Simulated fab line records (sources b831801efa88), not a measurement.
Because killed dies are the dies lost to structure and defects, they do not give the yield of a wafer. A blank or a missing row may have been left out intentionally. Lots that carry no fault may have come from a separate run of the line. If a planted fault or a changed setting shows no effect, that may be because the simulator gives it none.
fab line records	flow sfqLine
[record] lots = 15	wafers = 45	lastDay = 90
route steps=325 shown INCOMING@1 L0@12 I0@55
lots untouched by any fault: they come from a run of this same line in which no faults occurred
startH: hours from the record's first day to the start of the lot's first wafer shown	waitH: how many hours have passed since the lot's step before this one	" the same as in the row above	L1.1+2: a row that stands for several wafers	- no value present, or no start provided	* or withheld: withheld	< > ~ a bound
route shown NAME@n: NAME is a module with steps in the file, n the number in the route of the first one	usual: mean/standard deviation taken from wafers without a fault	same: alike in all rows	chamber/n: place in a boat	sites: readings site by site	_std_site: the standard deviation of these	_edge_site: inner sites' mean taken away from outer sites' mean	radiusMm: how far each site lies from the wafer's centre	mask NAME#n: copy n	behind: the last tool/chamber to shape the wafer	hold: cause of the lot's hold/its duration in hours/its outcome	device: which transistor (n, p or np) failed to switch	end of line: at the end of the route, the tests of the same wafers	a step with no rows: only its recipe	killed: dies that structure and defects cost at the first sort, which is not the same as the wafer's yield	map: a wafer's dies, x killed, . not, _ none there
set.NAME: the setting the step ran with; set.NAME@STEP: the setting that earlier step ran with	model.NAME: the simulator's own value behind a step, which no gauge read
a sample of lots followed through the steps of the route, with each step as a table and each wafer as a row
services: the hour from which a tool's chamber was out of use, counted from the record's first day as startH (under 0 if before that day), plus the number of hours and why
[[steps]]
[step SFQ_INCOMING_BOW_MEAS_900]
[recipe] mode = bow
[usual] INCOMING_BOW = 1/6.5
lot.wafer	tool	chamber	startH	waitH	INCOMING_BOW[um]
L247.3	filmMetro-04	-	15.04	-	9
L247.4	"	-	"	"	-9
L247.6	"	-	"	"	8
L250.2	filmMetro-01	-	30.02	-	-17
L250.4	"	-	"	"	11
L250.6	"	-	"	"	-6
L251.2	filmMetro-04	-	35.02	-	4
L251.4	"	-	"	"	8
L251.5	"	-	"	"	-4
L252.1	filmMetro-04	-	40.00	-	3
L252.5	"	-	"	"	3
L252.6	"	-	"	"	-11
L256.1	filmMetro-01	-	60.00	-	-4
L256.4	"	-	"	"	-9
L256.5	"	-	"	"	0
L257.3	filmMetro-02	-	65.04	-	5
L257.5	"	-	"	"	2
L257.6	"	-	"	"	2
L261.1	filmMetro-04	-	85.00	-	6
L261.4	"	-	"	"	1
L261.5	"	-	"	"	2
L262.4	filmMetro-02	-	90.06	-	-1
L262.5	"	-	"	"	6
L262.6	"	-	"	"	-7
L263.2	filmMetro-04	-	95.02	-	3
L263.4	"	-	"	"	6
L263.6	"	-	"	"	5
L264.1	filmMetro-01	-	100.00	-	-2
L264.4	"	-	"	"	3
L264.6	"	-	"	"	-4
L265.1	filmMetro-01	-	105.00	-	-2
L265.4	"	-	"	"	8
L265.5	"	-	"	"	-5
L266.1	filmMetro-04	-	110.00	-	9
L266.4	"	-	"	"	1
L266.6	"	-	"	"	12
L267.1	filmMetro-04	-	115.00	-	3
L267.2	"	-	"	"	-9
L267.6	"	-	"	"	8
L268.2	filmMetro-02	-	120.02	-	-10
L268.4	"	-	"	"	-3
L268.5	"	-	"	"	4
L269.2	filmMetro-01	-	125.02	-	-7
L269.4	"	-	"	"	-5
L269.5	"	-	"	"	-3
[step SFQ_TRILAYER_L0_BARC_OPEN_METAL_ETCH_010]
[recipe] maskMaterial = PR	chemistry = O2	targetDepthNm = 125	target = BARC	icpW = 600	biasW = 80	pressureMtorr = 10	timeS = 41.7
[usual] biasW = 80.02/0.22	chamberPressureMTorr = 10.000/0.011	drypumpMotorCurrentA = 5.5/0.57	oesProductAu = 0.685/0.0045
lot.wafer	tool	chamber	startH	waitH	biasW	chamberPressureMTorr	drypumpMotorCurrentA	oesProductAu	rfHoursCounterH
L247.3	rieMetal-01	1	94.89	0.1	79.90	10.014	6.6	0.686	-
L247.4	"	0	"	"	80.17	9.995	5.1	0.689	-
L247.6	"	0	"	"	79.91	9.998	5.1	0.676	-
L250.2	rieMetal-02	1	105.67	0.1	79.91	9.986	5.7	0.687	86
L250.4	"	0	"	"	79.99	10.000	5.0	0.690	-
L250.6	"	0	"	"	80.01	9.984	5.0	0.690	-
L251.2	rieMetal-02	0	110.47	0.1	79.87	9.975	5.0	0.680	135
L251.4	"	1	"	"	79.71	10.003	5.8	0.679	-
L251.5	"	1	"	"	80.02	9.999	5.7	0.680	-
L252.1	rieMetal-02	0	114.07	0.1	79.67	9.990	5.0	0.683	135
L252.5	"	1	"	"	80.08	9.990	5.7	0.682	-
L252.6	"	0	"	"	79.96	9.995	5.0	0.689	-
L256.1	rieMetal-02	0	138.32	0.1	80.28	10.003	5.0	0.686	139
L256.4	"	1	"	"	79.75	10.010	5.7	0.690	-
L256.5	"	1	"	"	80.14	10.004	5.7	0.688	-
L257.3	rieMetal-03	0	144.34	0.1	79.99	10.004	5.1	0.677	-
L257.5	"	1	"	"	79.92	9.990	5.3	0.687	-
L257.6	"	0	"	"	80.17	10.009	5.1	0.690	-
L261.1	rieMetal-03	1	173.07	0.1	80.00	10.009	5.2	0.679	104
L261.4	"	1	"	"	80.02	10.010	5.2	0.687	-
L261.5	"	0	"	"	79.96	9.996	5.1	0.688	-
L262.4	rieMetal-03	0	179.09	0.1	80.32	10.005	5.1	0.694	-
L262.5	"	0	"	"	79.87	10.012	5.1	0.693	-
L262.6	"	1	"	"	80.02	10.007	5.2	0.684	-
L263.2	rieMetal-02	1	186.27	0.1	80.18	10.006	5.7	0.684	98
L263.4	"	1	"	"	80.32	10.003	5.7	0.692	-
L263.6	"	1	"	"	80.18	9.992	5.7	0.686	-
L264.1	rieMetal-03	1	195.10	0.1	80.14	9.990	5.2	0.690	108
L264.4	"	1	"	"	80.35	10.003	5.3	0.684	-
L264.6	"	0	"	"	80.08	10.016	5.1	0.688	-
L265.1	rieMetal-01	0	203.85	0.1	79.97	9.999	5.1	0.684	131
L265.4	"	1	"	"	79.93	10.002	6.6	0.687	-
L265.5	"	1	"	"	79.91	9.982	6.7	0.681	-
L266.1	rieMetal-03	1	209.85	0.1	79.95	10.009	5.3	0.682	110
L266.4	"	0	"	"	80.08	9.992	5.1	0.687	-
L266.6	"	0	"	"	80.37	9.996	5.1	0.688	-
L267.1	rieMetal-03	0	215.85	0.1	80.23	10.000	5.1	0.680	130
L267.2	"	1	"	"	80.55	9.983	5.2	0.683	111
L267.6	"	0	"	"	80.19	10.000	5.1	0.685	-
L268.2	rieMetal-01	0	219.45	0.1	80.14	10.005	5.1	0.691	134
L268.4	"	1	"	"	79.93	9.990	6.7	0.683	-
L268.5	"	0	"	"	80.16	10.007	5.1	0.690	-
L269.2	rieMetal-02	1	224.25	0.1	80.17	9.988	5.7	0.686	105
L269.4	"	1	"	"	80.41	9.981	5.7	0.679	-
L269.5	"	1	"	"	80.40	9.981	5.7	0.692	-
[step SFQ_TRILAYER_I0_VIA_ETCH_VIA_ETCH_034]
[recipe] target = SiO2	stopOn = Nb	maskMaterial = PR	taperDeg = 20	chemistry = CHF3	targetDepthNm = 260	sourceW = 500	biasW = 80	pressureMtorr = 30	timeS = withheld
[usual] biasW = 80.00/0.23	chamberPressureMTorr = 30.001/0.028	drypumpMotorCurrentA = 5.6/0.37	oesProductAu = 0.853/0.0054
lot.wafer	tool	chamber	startH	waitH	biasW	chamberPressureMTorr	drypumpMotorCurrentA	oesProductAu
L247.3	rieDiel-01	3	302.02	0.0	79.93	30.004	5.2	0.859
L247.4	"	1	"	"	79.97	29.956	5.8	0.853
L247.6	"	1	"	"	79.88	30.020	5.8	0.852
L250.2	rieDiel-02	1	326.37	0.0	79.88	30.000	4.9	0.847
L250.4	"	2	"	"	79.28	29.986	5.8	0.848
L250.6	"	0	"	"	80.22	30.013	5.5	0.848
L251.2	rieDiel-01	2	334.77	0.0	79.92	30.012	6.0	0.855
L251.4	"	0	"	"	79.72	29.995	5.4	0.850
L251.5	"	1	"	"	79.98	30.021	5.8	0.850
L252.1	rieDiel-01	1	339.57	0.0	80.00	29.965	5.8	0.854
L252.5	"	0	"	"	79.99	29.980	5.4	0.841
L252.6	"	3	"	"	80.16	29.993	5.1	0.850
L256.1	rieDiel-02	1	363.57	0.0	79.64	29.976	4.9	0.857
L256.4	"	2	"	"	79.79	30.049	5.8	0.845
L256.5	"	0	"	"	79.99	29.949	5.5	0.855
L257.3	rieDiel-01	2	370.77	0.0	80.36	30.018	6.0	0.849
L257.5	"	2	"	"	80.35	30.030	6.0	0.850
L257.6	"	1	"	"	80.18	30.029	5.8	0.844
L261.1	rieDiel-01	1	395.36	0.0	-	-	-	-
L261.4	"	0	"	"	-	-	-	-
L261.5	"	2	"	"	-	-	-	-
L262.4	rieDiel-01	1	402.56	0.0	-	-	-	-
L262.5	"	2	"	"	-	-	-	-
L262.6	"	1	"	"	-	-	-	-
L263.2	rieDiel-04	3	408.56	0.0	-	-	-	-
L263.4	"	0	"	"	-	-	-	-
L263.6	"	3	"	"	-	-	-	-
L264.1	rieDiel-04	3	416.49	0.0	79.57	30.019	6.2	0.846
L264.4	"	0	"	"	80.09	29.999	6.1	0.851
L264.6	"	2	"	"	80.41	30.001	6.0	0.856
L265.1	rieDiel-02	3	434.93	0.0	80.00	30.020	5.8	0.856
L265.4	"	0	"	"	80.02	29.992	5.5	0.862
L265.5	"	2	"	"	80.05	30.006	5.8	0.852
L266.1	rieDiel-04	0	442.13	0.0	79.60	30.051	6.2	0.854
L266.4	"	2	"	"	79.80	29.956	6.0	0.852
L266.6	"	2	"	"	79.64	30.027	6.0	0.850
L267.1	rieDiel-01	1	456.33	0.0	80.25	29.976	5.8	0.855
L267.2	"	2	"	"	80.19	29.978	6.0	0.851
L267.6	"	3	"	"	80.38	29.974	5.1	0.853
L268.2	rieDiel-04	1	458.73	0.0	80.37	30.042	5.7	0.858
L268.4	"	0	"	"	80.27	29.972	6.1	0.853
L268.5	"	2	"	"	79.86	29.991	5.9	0.855
L269.2	rieDiel-01	2	461.93	0.0	79.85	29.993	6.0	0.861
L269.4	"	0	"	"	79.75	29.981	5.4	0.862
L269.5	"	1	"	"	79.96	29.989	5.8	0.866
[step SFQ_TRILAYER_I0_VIA_STRIP_STRIP_035]
[recipe] gas = O2	powerW = 200	platenTempC = 40	overashFraction = 0.65	chemistry = O2	pressureMtorr = 50
[usual] drypumpMotorCurrentA = 5.6/0.4	oesProductAu = 1.000/0.0095	platenTempC = 40.00/0.12
lot.wafer	tool	chamber	startH	waitH	drypumpMotorCurrentA	oesProductAu	platenTempC	rfHoursCounterH
L247.3	rieMetal-04	1	302.40	-	5.9	0.992	40.11	-
L247.4	"	0	"	"	5.7	0.997	39.80	-
L247.6	"	0	"	"	5.7	1.005	39.93	-
L250.2	rieMetal-02	0	326.48	-	5.0	1.012	39.90	168
L250.4	"	0	"	"	5.0	1.019	40.23	-
L250.6	"	0	"	"	5.0	1.011	39.96	-
L251.2	rieMetal-02	0	334.88	-	5.0	1.001	39.93	170
L251.4	"	0	"	"	5.0	1.009	40.00	-
L251.5	"	0	"	"	5.0	1.007	39.97	-
L252.1	rieMetal-02	1	339.68	-	5.7	0.995	40.26	122
L252.5	"	1	"	"	5.7	0.994	39.93	-
L252.6	"	0	"	"	5.0	1.014	40.14	-
L256.1	rieMetal-04	0	363.74	-	5.7	0.996	40.03	126
L256.4	"	0	"	"	5.7	1.000	40.03	-
L256.5	"	0	"	"	5.7	1.003	39.93	-
L257.3	rieMetal-01	1	371.08	-	6.7	0.982	39.88	-
L257.5	"	0	"	"	5.1	1.023	39.95	-
L257.6	"	1	"	"	6.6	0.989	40.03	-
L261.1	rieMetal-04	1	395.48	-	5.9	0.993	40.00	17
L261.4	"	1	"	"	5.9	1.005	39.93	-
L261.5	"	1	"	"	5.9	0.990	40.01	-
L262.4	rieMetal-02	1	402.88	-	5.7	0.988	39.88	-
L262.5	"	0	"	"	5.0	1.000	39.98	-
L262.6	"	1	"	"	5.7	0.990	40.06	-
L263.2	rieMetal-04	1	408.68	-	5.9	1.002	39.96	19
L263.4	"	1	"	"	5.9	0.997	40.09	-
L263.6	"	1	"	"	5.8	0.991	40.09	-
L264.1	rieMetal-02	0	416.61	-	5.0	0.993	39.85	4
L264.4	"	1	"	"	5.7	0.996	39.79	-
L264.6	"	0	"	"	5.0	1.000	39.92	-
L265.1	rieMetal-02	1	435.04	-	5.8	1.001	40.02	139
L265.4	"	1	"	"	5.7	1.008	40.24	-
L265.5	"	1	"	"	5.7	0.995	40.17	-
L266.1	rieMetal-04	0	442.24	-	5.7	1.004	40.18	137
L266.4	"	0	"	"	5.7	1.002	39.94	-
L266.6	"	1	"	"	5.9	0.992	39.95	-
L267.1	rieMetal-04	1	456.44	-	5.9	0.989	40.12	27
L267.2	"	0	"	"	5.7	0.997	39.94	139
L267.6	"	1	"	"	5.9	0.996	40.06	-
L268.2	rieMetal-04	0	458.84	-	5.7	1.002	39.95	139
L268.4	"	1	"	"	5.9	0.997	39.99	-
L268.5	"	0	"	"	5.7	1.008	39.91	-
L269.2	rieMetal-04	1	462.04	-	5.8	0.993	40.14	27
L269.4	"	1	"	"	5.8	0.998	40.16	-
L269.5	"	1	"	"	5.8	0.998	40.01	-
[[services]]
tool	chamber	startH	hours	kind
rieMetal-02	1	72.24	3.4	repair
rieDiel-02	-	89.11	4.5	repair
rieMetal-01	-	95.75	2.5	repair
rieMetal-04	-	102.79	18.1	repair
rieDiel-04	2	109.33	10.8	repair
rieMetal-01	-	113.85	4.7	repair
rieDiel-01	-	159.67	2.8	pm
rieDiel-04	-	166.57	1.9	repair
rieDiel-04	3	173.94	3.7	repair
rieMetal-04	-	194.26	2.8	pm
rieDiel-04	1	211.33	4.6	repair
rieDiel-01	-	221.94	1.0	repair
rieDiel-01	2	229.25	6.6	repair
rieDiel-01	0	242.21	5.1	repair
rieDiel-04	3	250.33	1.7	repair
rieDiel-04	-	305.00	0.2	repair
rieDiel-04	-	313.76	0.1	repair
rieDiel-04	-	371.02	0.4	repair
rieMetal-02	-	371.76	4.3	pm
rieDiel-01	1	377.82	11.1	repair
rieDiel-04	1	397.38	8.4	repair
rieMetal-04	-	409.28	1.4	pm
rieMetal-03	-	422.78	2.8	pm
rieDiel-01	3	436.16	7.3	repair
[[key]]
[firstSign] step = SFQ_TRILAYER_I0_VIA_ETCH_VIA_ETCH_034	reading = toolRecord	direction = missing
effect none on later readings
metAt SFQ_TRILAYER_I0_VIA_ETCH_VIA_ETCH_034
struckLots L261,L262,L263
notActingAt SFQ_INCOMING_BOW_MEAS_900,SFQ_TRILAYER_L0_BARC_OPEN_METAL_ETCH_010,SFQ_TRILAYER_I0_VIA_STRIP_STRIP_035
onsetBetween 370.77 395.36
[fault] kind = skippedStepWhole	tool = rieDiel-01,rieDiel-04	chamber = -	onsetH = 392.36	steps = SFQ_TRILAYER_I0_VIA_ETCH_VIA_ETCH_034	scope = struckLotsOnly
